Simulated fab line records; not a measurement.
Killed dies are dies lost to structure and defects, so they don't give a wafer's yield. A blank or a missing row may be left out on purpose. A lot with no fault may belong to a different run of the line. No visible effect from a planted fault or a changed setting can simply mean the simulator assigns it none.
fab line records	flow sfqLine
record lots=5	wafers=15	lastDay=80
route steps=325 shown M3@123 I3@133
lots with no fault: from the same line, run without faults
startH: start of the lot's first displayed wafer, in hours after the record's first day	waitH: hours elapsed since this lot's preceding step	" same as the row above	L1.1+2: one row covering several wafers at once	- either no value or no given start	* or withheld: withheld	< > ~ a bound
route shown NAME@n: a module of which the file shows steps, and the number in the route of the first	usual: mean and standard deviation over wafers with no fault	same: alike in all rows	chamber/n: place in a boat	sites: readings site by site	_std_site: how widely they spread, as a standard deviation	_edge_site: mean of outer sites minus mean of inner sites	radiusMm: how far each site lies from the wafer's centre	mask NAME#n: copy n	behind: the last tool/chamber to shape the wafer	hold: cause of the lot's hold/its duration in hours/its outcome	device: whichever transistor did not switch (one of n, p or np)	end of line: tests of these same wafers at the route's end	a step without rows: its recipe alone	killed: the dies lost at the first sort to structure and to defects; this is not the yield of the wafer	map: the dies of a wafer, with x for killed, . for not killed, _ for no die there
set.NAME: the setting the step ran with; set.NAME@STEP: the setting that earlier step ran with	model.NAME: the simulator's own value behind a step, which no gauge read
lots at some steps of the route; a table a step, a row a wafer
services: when a tool's chamber went out of use (startH, in hours from the record's first day, below 0 if earlier), for how many hours, and the reason
## steps
# step SFQ_TRILAYER_M3_LITHO_COAT_075
# recipe resist=KrF	spinRpm=3000	resistThkNm=600
# usual resistLineTempC=22.99/0.11
lot.wafer	tool	chamber	startH	waitH	resistLineTempC
L074.3	lithoTrack-04	0	687.54	0.2	23.14
L074.4	"	0	"	"	23.12
L074.6	"	0	"	"	23.16
L078.3	lithoTrack-04	0	713.27	0.2	23.03
L078.4	"	0	"	"	23.14
L078.5	"	0	"	"	23.06
L085.1	lithoTrack-02	0	799.96	0.2	23.13
L085.3	"	0	"	"	22.82
L085.4	"	0	"	"	23.08
L086.2	lithoTrack-01	0	947.12	0.2	22.89
L086.5	"	0	"	"	22.61
L086.6	"	0	"	"	22.85
L090.2	lithoTrack-02	0	965.12	0.2	22.83
L090.3	"	0	"	"	22.81
L090.4	"	0	"	"	22.84
# step SFQ_TRILAYER_M3_LITHO_SOFTBAKE_079
# recipe tempC=withheld	timeS=withheld	resist=KrF
# usual resistLineTempC=*
lot.wafer	tool	chamber	startH	waitH	resistLineTempC
L074.3	lithoTrack-04	0	687.79	0.2	*
L074.4	"	0	"	"	*
L074.6	"	0	"	"	*
L078.3	lithoTrack-04	0	713.52	0.2	*
L078.4	"	0	"	"	*
L078.5	"	0	"	"	*
L085.1	lithoTrack-02	0	800.26	0.2	*
L085.3	"	0	"	"	*
L085.4	"	0	"	"	*
L086.2	lithoTrack-01	0	947.40	0.2	*
L086.5	"	0	"	"	*
L086.6	"	0	"	"	*
L090.2	lithoTrack-02	0	965.40	0.2	*
L090.3	"	0	"	"	*
L090.4	"	0	"	"	*
# step SFQ_TRILAYER_M3_LITHO_EXPOSE_076
# recipe maskId=M3	na=0.6	sourceShape=conventional	sigmaOuter=0.65	targetCdNm=500	doseMj=14.4
lot.wafer	tool	chamber	startH	waitH	mask
L074.3+4+6	krfScanner-01	0	826.01	-	M3#0
L078.3+4+5	krfScanner-01	0	855.05	-	M3#0
L085.1+3+4	krfScanner-01	0	871.25	-	M3#0
L086.2+5+6	krfScanner-02	0	1058.07	-	M3#0
L090.2+3+4	krfScanner-02	0	1088.07	-	M3#0
# step SFQ_TRILAYER_M3_LITHO_PEB_078
# recipe pebTempC=115	pebTimeS=60	resist=KrF
# usual resistLineTempC=22.99/0.085
lot.wafer	tool	chamber	startH	waitH	resistLineTempC
L074.3	lithoTrack-02	0	826.86	0.7	23.12
L074.4	"	0	"	"	22.92
L074.6	"	0	"	"	23.07
L078.3	lithoTrack-04	0	855.90	0.7	22.90
L078.4	"	0	"	"	22.93
L078.5	"	0	"	"	22.79
L085.1	lithoTrack-01	0	872.45	1.0	22.87
L085.3	"	0	"	"	23.05
L085.4	"	0	"	"	23.01
L086.2	lithoTrack-02	0	1059.09	0.8	23.01
L086.5	"	0	"	"	22.94
L086.6	"	0	"	"	23.07
L090.2	lithoTrack-02	0	1089.09	0.8	22.94
L090.3	"	0	"	"	23.09
L090.4	"	0	"	"	22.98
# step SFQ_TRILAYER_M3_LITHO_DEVELOP_077
# recipe timeS=60	resist=KrF
# usual resistLineTempC=23.04/0.11
# same timeS=60
lot.wafer	tool	chamber	startH	waitH	resistLineTempC
L074.3	lithoTrack-02	0	827.01	0.1	23.13
L074.4	"	0	"	"	23.20
L074.6	"	0	"	"	23.17
L078.3	lithoTrack-04	0	856.05	0.1	22.98
L078.4	"	0	"	"	23.33
L078.5	"	0	"	"	22.98
L085.1	lithoTrack-01	0	872.60	0.1	23.02
L085.3	"	0	"	"	23.10
L085.4	"	0	"	"	22.94
L086.2	lithoTrack-02	0	1059.24	0.1	23.13
L086.5	"	0	"	"	23.25
L086.6	"	0	"	"	23.05
L090.2	lithoTrack-02	0	1089.24	0.1	23.11
L090.3	"	0	"	"	22.85
L090.4	"	0	"	"	23.03
# step SFQ_M3_OVL_MEAS_921
# usual M3_OVL=-1/6
lot.wafer	tool	chamber	startH	waitH	M3_OVL[nm]
L074.3	overlay-02	-	827.12	0.1	-2
L074.4	"	-	"	"	-3
L074.6	"	-	"	"	-4
L078.3	overlay-02	-	856.16	0.1	5
L078.4	"	-	"	"	-10
L078.5	"	-	"	"	-1
L085.1	overlay-01	-	872.75	0.1	0
L085.3	"	-	"	"	-6
L085.4	"	-	"	"	-3
L086.2	overlay-02	-	1059.37	0.1	-1
L086.5	"	-	"	"	7
L086.6	"	-	"	"	7
L090.2	overlay-01	-	1089.37	0.1	-2
L090.3	"	-	"	"	-3
L090.4	"	-	"	"	-2
# step SFQ_TRILAYER_M3_BARC_OPEN_METAL_ETCH_100
# recipe maskMaterial=PR	chemistry=O2	targetDepthNm=125	target=BARC	icpW=600	biasW=80	pressureMtorr=10	timeS=41.7
# usual drypumpMotorCurrentA=5.7/0.42	oesProductAu=0.686/0.0046
# same timeS=41.7
lot.wafer	tool	chamber	startH	waitH	drypumpMotorCurrentA	oesProductAu	rfHoursCounterH
L074.3	rieMetal-01	0	827.16	0.0	6.1	0.690	-
L074.4	"	1	"	"	5.5	0.683	-
L074.6	"	0	"	"	6.1	0.684	-
L078.3	rieMetal-01	0	856.21	0.0	6.1	0.693	-
L078.4	"	1	"	"	5.5	0.683	-
L078.5	"	0	"	"	6.1	0.685	-
L085.1	rieMetal-01	1	872.79	0.0	5.5	0.684	63
L085.3	"	1	"	"	5.5	0.688	-
L085.4	"	0	"	"	6.1	0.683	-
L086.2	rieMetal-01	0	1059.42	0.0	6.1	0.686	-
L086.5	"	0	"	"	6.1	0.682	-
L086.6	"	0	"	"	6.1	0.675	-
L090.2	rieMetal-04	0	1089.40	0.0	5.3	0.686	12
L090.3	"	1	"	"	5.0	0.700	-
L090.4	"	0	"	"	5.2	0.688	-
# step SFQ_TRILAYER_M3_ETCH_METAL_ETCH_078
# recipe target=Nb	stopOn=SiO2	maskMaterial=PR	chemistry=Cl2/Ar	targetDepthNm=240	icpW=600	biasW=80	pressureMtorr=10	timeS=120
# usual drypumpMotorCurrentA=5.7/0.42	oesProductAu=0.895/0.0064
# same timeS=120
lot.wafer	tool	chamber	startH	waitH	drypumpMotorCurrentA	oesProductAu	rfHoursCounterH
L074.3	rieMetal-01	0	827.24	0.1	6.1	0.893	-
L074.4	"	1	"	"	5.5	0.902	-
L074.6	"	0	"	"	6.1	0.908	-
L078.3	rieMetal-01	0	856.29	0.1	6.1	0.893	-
L078.4	"	1	"	"	5.5	0.884	-
L078.5	"	0	"	"	6.1	0.900	-
L085.1	rieMetal-01	1	872.85	0.0	5.5	0.894	63
L085.3	"	1	"	"	5.5	0.889	-
L085.4	"	0	"	"	6.1	0.888	-
L086.2	rieMetal-01	0	1059.56	0.1	6.1	0.896	-
L086.5	"	0	"	"	6.1	0.890	-
L086.6	"	0	"	"	6.1	0.902	-
L090.2	rieMetal-04	0	1089.46	0.0	5.3	0.901	12
L090.3	"	1	"	"	5.0	0.900	-
L090.4	"	0	"	"	5.2	0.898	-
# step SFQ_TRILAYER_M3_STRIP_STRIP_079
# recipe gas=O2	powerW=200	platenTempC=40	overashFraction=0.65	chemistry=O2	pressureMtorr=50
# usual drypumpMotorCurrentA=5.7/0.42	oesProductAu=0.998/0.0072
lot.wafer	tool	chamber	startH	waitH	drypumpMotorCurrentA	oesProductAu	rfHoursCounterH
L074.3	rieMetal-01	0	827.53	0.2	6.1	1.009	-
L074.4	"	1	"	"	5.5	0.997	-
L074.6	"	0	"	"	6.1	0.995	-
L078.3	rieMetal-01	0	856.57	0.2	6.1	0.995	-
L078.4	"	1	"	"	5.5	0.997	-
L078.5	"	0	"	"	6.1	0.994	-
L085.1	rieMetal-01	1	872.97	0.1	5.5	1.001	63
L085.3	"	1	"	"	5.5	1.003	-
L085.4	"	0	"	"	6.1	1.007	-
L086.2	rieMetal-01	0	1059.97	0.4	6.1	0.998	-
L086.5	"	0	"	"	6.1	0.981	-
L086.6	"	0	"	"	6.1	0.999	-
L090.2	rieMetal-04	0	1089.59	0.1	5.2	1.000	13
L090.3	"	1	"	"	5.0	0.986	-
L090.4	"	0	"	"	5.3	1.005	-
# step SFQ_TRILAYER_M3_STRIP_SOLV_CLEAN_080
# recipe chemistry=NMP	tempC=70	timeS=600
# same timeS=600
lot.wafer	tool	chamber	startH	waitH
L074.3+4+6	wetBench-03	3,4,2	827.93	0.2
L078.3+4+5	wetBench-03	0,5,1	856.97	0.2
L085.1+3+4	wetBench-03	0,3,4	873.57	0.4
L086.2+5+6	wetBench-01	7,6,2	1060.97	0.8
L090.2+3+4	wetBench-02	0,7,6	1090.19	0.4
# step SFQ_TRILAYER_I3_DEP_PECVD_081
# recipe material=SiO2	tempC=150	timeS=111.11	pressureTorr=2.4	rfW=183.3	precursor=SiH4/N2O	targetThkNm=500
# usual chamberPressureTorr=2.400/0.0049	heaterPowerW=83/18	throttleValvePct=25.1/1.2
# same timeS=111.11
lot.wafer	tool	chamber	startH	waitH	chamberPressureTorr	heaterPowerW	sinceWetCleanH	throttleValvePct
L074.3	pecvd-03	2	828.10	0.0	2.407	57	620	26.1
L074.4	"	0	"	"	2.395	96	-	24.6
L074.6	"	2	"	"	2.397	44	-	26.1
L078.3	pecvd-03	1	857.15	0.0	2.405	70	649	25.6
L078.4	"	2	"	"	2.400	43	-	26.1
L078.5	"	1	"	"	2.391	75	-	25.5
L085.1	pecvd-04	1	873.75	0.0	2.390	86	1419	26.2
L085.3	"	2	"	"	2.402	115	1419	26.7
L085.4	"	2	"	"	2.393	118	-	26.7
L086.2	pecvd-02	2	1061.15	0.0	2.406	88	483	23.9
L086.5	"	0	"	"	2.397	108	-	24.6
L086.6	"	1	"	"	2.400	69	-	25.1
L090.2	pecvd-03	0	1090.36	0.0	2.399	96	882	25.1
L090.3	"	2	"	"	2.399	52	882	26.8
L090.4	"	0	"	"	2.400	95	-	24.9
# step SFQ_TRILAYER_I3_CMP_CMP_082
# recipe material=SiO2	downForcePsi=3	platenRpm=60	padVelocityMS=0.94248
# usual motorCurrentA=10.6/1	slurryFilterDpKPa=13.50/0.14	timeToEndpointS=215/5.9
lot.wafer	tool	chamber	startH	waitH	motorCurrentA	slurryFilterDpKPa	timeToEndpointS
L074.4	cmp-01	1	834.78	6.6	12.3	13.48	213
L074.3	"	3	835.78	7.6	11.7	13.53	211
L074.6	"	1	836.78	8.6	12.2	13.46	217
L078.3	cmp-01	3	868.28	11.1	11.9	13.45	207
L078.4	"	0	"	"	11.9	13.59	217
L078.5	"	3	870.28	13.1	11.0	13.59	210
L085.3	cmp-01	1	892.28	18.5	12.1	13.38	206
L085.4	"	2	"	"	10.1	13.52	216
L085.1	"	3	"	"	11.2	13.58	214
L086.2	cmp-01	1	1061.23	0.0	12.0	13.55	215
L086.6	"	1	1063.23	2.0	11.8	13.40	226
L086.5	"	2	"	"	10.1	13.45	218
L090.4	cmp-01	2	1092.84	2.4	9.3	13.53	214
L090.3	"	3	"	"	11.7	13.60	211
L090.2	"	1	1094.34	3.9	11.2	13.49	213
# step SFQ_I3_BOW_MEAS_922
# recipe mode=bow
# usual I3_BOW=4/9
lot.wafer	tool	chamber	startH	waitH	I3_BOW[um]
L074.3	filmMetro-03	-	837.82	1.5	11
L074.4	"	-	"	"	1
L074.6	"	-	"	"	6
L078.3	filmMetro-01	-	870.82	2.0	-1
L078.4	"	-	"	"	7
L078.5	"	-	"	"	17
L085.1	filmMetro-04	-	894.78	1.0	-11
L085.3	"	-	"	"	4
L085.4	"	-	"	"	4
L086.2	filmMetro-03	-	1064.25	2.5	7
L086.5	"	-	"	"	10
L086.6	"	-	"	"	11
L090.2	filmMetro-04	-	1095.86	1.0	-4
L090.3	"	-	"	"	10
L090.4	"	-	"	"	1
# step SFQ_TRILAYER_I3_METRO_MEASURE_083
# usual thkNm=200.2/1.1
lot.wafer	tool	chamber	startH	waitH	thkNm
L074.3	filmMetro-03	-	838.30	0.5	199.0
L074.4	"	-	"	"	199.8
L074.6	"	-	"	"	201.2
L078.3	filmMetro-01	-	871.30	0.5	200.7
L078.4	"	-	"	"	201.5
L078.5	"	-	"	"	200.0
L085.1	filmMetro-04	-	894.90	0.1	201.8
L085.3	"	-	"	"	201.7
L085.4	"	-	"	"	200.8
L086.2	filmMetro-03	-	1064.55	0.3	202.4
L086.5	"	-	"	"	201.5
L086.6	"	-	"	"	203.4
L090.2	filmMetro-04	-	1096.16	0.3	199.8
L090.3	"	-	"	"	199.8
L090.4	"	-	"	"	198.5
# step SFQ_TRILAYER_I3_VIA_LITHO_COAT_090
# recipe resist=BARC	spinRpm=3000	resistThkNm=62
# usual resistLineTempC=23.02/0.11
lot.wafer	tool	chamber	startH	waitH	resistLineTempC
L074.3	lithoTrack-01	0	839.20	0.7	22.98
L074.4	"	0	"	"	23.06
L074.6	"	0	"	"	23.07
L078.3	lithoTrack-03	0	872.20	0.7	22.93
L078.4	"	0	"	"	22.90
L078.5	"	0	"	"	23.05
L085.1	lithoTrack-01	0	896.10	1.0	22.79
L085.3	"	0	"	"	22.92
L085.4	"	0	"	"	22.70
L086.2	lithoTrack-01	0	1065.60	0.8	23.17
L086.5	"	0	"	"	23.09
L086.6	"	0	"	"	23.07
L090.2	lithoTrack-02	0	1097.21	0.8	22.91
L090.3	"	0	"	"	23.02
L090.4	"	0	"	"	22.96
# step SFQ_TRILAYER_I3_VIA_LITHO_COAT_085
# recipe resist=KrF	spinRpm=3000	resistThkNm=650
# usual resistLineTempC=23.00/0.094
lot.wafer	tool	chamber	startH	waitH	resistLineTempC
L074.3	lithoTrack-01	0	839.50	0.2	22.93
L074.4	"	0	"	"	22.87
L074.6	"	0	"	"	22.99
L078.3	lithoTrack-03	0	872.50	0.2	22.88
L078.4	"	0	"	"	22.93
L078.5	"	0	"	"	23.09
L085.1	lithoTrack-01	0	896.40	0.2	23.16
L085.3	"	0	"	"	23.12
L085.4	"	0	"	"	22.96
L086.2	lithoTrack-01	0	1065.90	0.2	23.09
L086.5	"	0	"	"	23.06
L086.6	"	0	"	"	23.15
L090.2	lithoTrack-02	0	1097.51	0.2	23.11
L090.3	"	0	"	"	23.03
L090.4	"	0	"	"	23.07
# step SFQ_TRILAYER_I3_VIA_LITHO_SOFTBAKE_089
# recipe tempC=withheld	timeS=withheld	resist=KrF
# usual resistLineTempC=*
lot.wafer	tool	chamber	startH	waitH	resistLineTempC
L074.3	lithoTrack-01	0	839.75	0.2	*
L074.4	"	0	"	"	*
L074.6	"	0	"	"	*
L078.3	lithoTrack-03	0	872.75	0.2	*
L078.4	"	0	"	"	*
L078.5	"	0	"	"	*
L085.1	lithoTrack-01	0	896.70	0.2	*
L085.3	"	0	"	"	*
L085.4	"	0	"	"	*
L086.2	lithoTrack-01	0	1066.17	0.2	*
L086.5	"	0	"	"	*
L086.6	"	0	"	"	*
L090.2	lithoTrack-02	0	1097.79	0.2	*
L090.3	"	0	"	"	*
L090.4	"	0	"	"	*
# step SFQ_TRILAYER_I3_VIA_LITHO_EXPOSE_086
# recipe maskId=I3	na=0.6	sourceShape=conventional	sigmaOuter=0.65	targetCdNm=500	doseMj=21.3
lot.wafer	tool	chamber	startH	waitH	mask
L074.3+4+6	krfScanner-02	0	840.25	-	I3#0
L078.3+4+5	krfScanner-01	0	985.21	-	I3#0
L085.1+3+4	krfScanner-02	0	1000.32	-	I3#0
L086.2+5+6	krfScanner-01	0	1198.59	-	I3#0
L090.2+3+4	krfScanner-02	0	1226.32	-	I3#0
## services
tool	chamber	startH	hours	kind
cmp-01	-	664.61	3.9	pm
krfScanner-02	-	664.63	1.3	pm
cmp-01	-	677.66	0.3	repair
krfScanner-01	-	679.43	7.2	pm
krfScanner-02	-	686.76	1.0	pm
krfScanner-01	-	690.23	3.6	pm
krfScanner-02	-	696.16	0.8	pm
krfScanner-01	-	698.59	1.0	pm
rieMetal-01	-	704.15	0.5	repair
krfScanner-01	-	704.39	1.3	pm
rieMetal-01	0	722.95	15.1	repair
krfScanner-01	-	739.33	39.2	repair
cmp-01	-	745.68	12.0	pm
krfScanner-01	-	754.37	0.2	repair
cmp-01	-	757.72	4.0	pm
krfScanner-01	-	778.55	0.8	pm
krfScanner-02	-	779.71	1.0	pm
krfScanner-01	-	781.53	1.3	repair
rieMetal-01	-	781.79	28.1	pm
krfScanner-01	-	788.31	1.0	repair
cmp-01	-	794.45	3.8	repair
krfScanner-02	-	806.28	2.0	repair
rieMetal-01	1	1055.09	7.8	repair
rieMetal-01	-	1084.43	2.8	pm
## key
fault none
